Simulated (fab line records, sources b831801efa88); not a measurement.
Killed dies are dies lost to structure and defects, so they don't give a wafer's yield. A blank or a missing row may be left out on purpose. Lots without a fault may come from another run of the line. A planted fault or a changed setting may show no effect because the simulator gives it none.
Chamber matching | flow sky130 | SKY_LI_CONTACT_CMP_02 on cmp-01: 4 sister chambers
The step polishes PSG. 8 wafers are shown with their chamber, then 7 later ones without.

WAFERS WITH THEIR CHAMBER
wafer  | chamber | motor_current_A (A) | time_to_endpoint_s (s)
L456.3 | 3       | 11.6                | 35
L457.4 | 2       | 15.1                | 30
L457.5 | 0       | 13.0                | 28
L461.2 | 2       | 14.8                | 33
L461.3 | 1       | 10.8                | 32
L461.4 | 0       | 12.9                | 30
L474.2 | 3       | 11.7                | 32
L474.5 | 1       | 11.0                | 35

WAFERS WITHOUT THEIR CHAMBER
wafer  | motor_current_A (A) | time_to_endpoint_s (s)
L474.6 | 13.1                | 29
L477.2 | 12.4                | 34
L477.4 | 13.6                | 29
L477.5 | 13.7                | 33
L478.3 | 11.6                | 27
L478.4 | 13.6                | 31
L478.6 | 12.5                | 29

WHICH CHAMBER EACH WENT THROUGH
wafer  | from the rows above     | in truth
L474.6 | 0                       | 0
L477.2 | can't be placed: 0 or 3 | 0
L477.4 | 0                       | 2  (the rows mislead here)
L477.5 | 0                       | 0
L478.3 | 3                       | 3
L478.4 | 0                       | 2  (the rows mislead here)
L478.6 | 0                       | 0
Placed correctly: 4 of 7. Can't be placed from these rows: 1 (the true chamber is among the candidates in 1). Placed wrongly: 2.
How it was worked out, from the rows above alone: a wafer's distance from a chamber is the root of the sum, over the readings, of the square of ((its reading less the chamber's mean) divided by the reading's scatter). The wafer belongs to the nearest chamber; if the next one is less than 2 further off, it can't be placed. A chamber's mean is the mean of its shown wafers. The scatter: the root of (the sum of the squares of (reading less its chamber's mean) over the shown wafers, divided by (wafers less chambers)).
